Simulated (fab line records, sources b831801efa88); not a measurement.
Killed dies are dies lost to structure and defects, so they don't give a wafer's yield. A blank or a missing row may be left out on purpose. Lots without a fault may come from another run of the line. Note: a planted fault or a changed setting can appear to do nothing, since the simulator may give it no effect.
Which tool did it? + flow sky130 + 6 lots, 18 wafers sampled, at 4 steps of a route of 708

== WHAT THE GAUGES READ, wafer by wafer ==
SKY_VIA2_RS_MEAS_22: the measuring method here is four-point-probe.
| lot  | measured     | on            | VIA2_W_RS (ohm/sq)                        |
|------|--------------|---------------|-------------------------------------------|
| L187 | day 37 19:07 | film metro-03 | 0.9735 0.9627 1.0018 0.9768 0.9600 0.9990 |
| L197 | day 40 13:31 | film metro-02 | 0.2698 0.2727 0.2714                      |
| L199 | day 41 08:44 | film metro-03 | 0.2735 0.2743 0.2709                      |
| L201 | day 41 19:20 | film metro-03 | 0.2720 0.2706 0.2705                      |
| L203 | day 42 08:57 | film metro-02 | 0.2751 0.2763 0.2713                      |
| L207 | day 43 00:39 | film metro-02 | 0.2712 0.2654 0.2701                      |

== TOOL THAT RAN EACH LOT (tool first, then ch and the chambers of the sampled wafers, then the start) ==
| lot  | SKY_VIA2_CMP_02               | SKY_VIA2_ETCH_15                   | SKY_VIA2_CVD_21               |
|------|-------------------------------|------------------------------------|-------------------------------|
| L187 | cmp-01 ch 0,1,2, day 36 15:44 | rie diel-04 ch 0,2,3, day 37 18:05 | cvd w-02 ch 1, day 37 18:56   |
| L197 | cmp-01 ch 1,3, day 39 11:59   | rie diel-04 ch 0,1, day 40 12:39   | cvd w-01 ch 0,1, day 40 13:22 |
| L199 | cmp-01 ch 0,3, day 40 07:09   | rie diel-04 ch 0,1,3, day 41 07:51 | cvd w-02 ch 0,1, day 41 08:37 |
| L201 | cmp-01 ch 0,2,3, day 40 17:55 | rie diel-02 ch 0,1,2, day 41 18:20 | cvd w-02 ch 1, day 41 19:06   |
| L203 | cmp-02 ch 0,2, day 41 08:31   | rie diel-01 ch 1,3, day 42 08:06   | cvd w-02 ch 0,1, day 42 08:49 |
| L207 | cmp-02 ch 1,2,3, day 42 00:09 | rie diel-01 ch 0,1,2, day 42 23:48 | cvd w-01 ch 0,1, day 43 00:31 |
- SKY_VIA2_CMP_02: polishes SiO2.
- SKY_VIA2_ETCH_15: etches SiO2 in C4F8/O2/Ar, stops on TiN, target depth 546 nm, time 84 s.
- SKY_VIA2_CVD_21: deposits W, target thk 420 nm, time 126.4 s.

== THE ANSWER, worked out from the rows above alone ==
Rule: the usual values come from the lots themselves. The widest of any qualifying gaps counts: lots, ordered by their means at a reading, are off when they make up no more than a third of the lots, leave a main group of 4 or more, and stand apart from it by 3 or more times the standard deviation of that group's means. Not used: any main group whose means are identical at the precision the tables above print for the reading. A lot without any number at a reading at which 4 lots or more have one is off too. Any other lot the step has rows for is counted as sound.
Off: L187, at SKY_VIA2_RS_MEAS_22 (VIA2_W_RS). For the main group the mean is 0.2717 ohm/sq and the standard deviation 0.0018.
If a tool, at a process step before that reading, ran all the lots that are off and no sound lot after the first of them, it fits. The gauges at SKY_VIA2_RS_MEAS_22 are tried like those tools. None of those tried fits.

== WHAT THE SIMULATOR HAD INSERTED ==
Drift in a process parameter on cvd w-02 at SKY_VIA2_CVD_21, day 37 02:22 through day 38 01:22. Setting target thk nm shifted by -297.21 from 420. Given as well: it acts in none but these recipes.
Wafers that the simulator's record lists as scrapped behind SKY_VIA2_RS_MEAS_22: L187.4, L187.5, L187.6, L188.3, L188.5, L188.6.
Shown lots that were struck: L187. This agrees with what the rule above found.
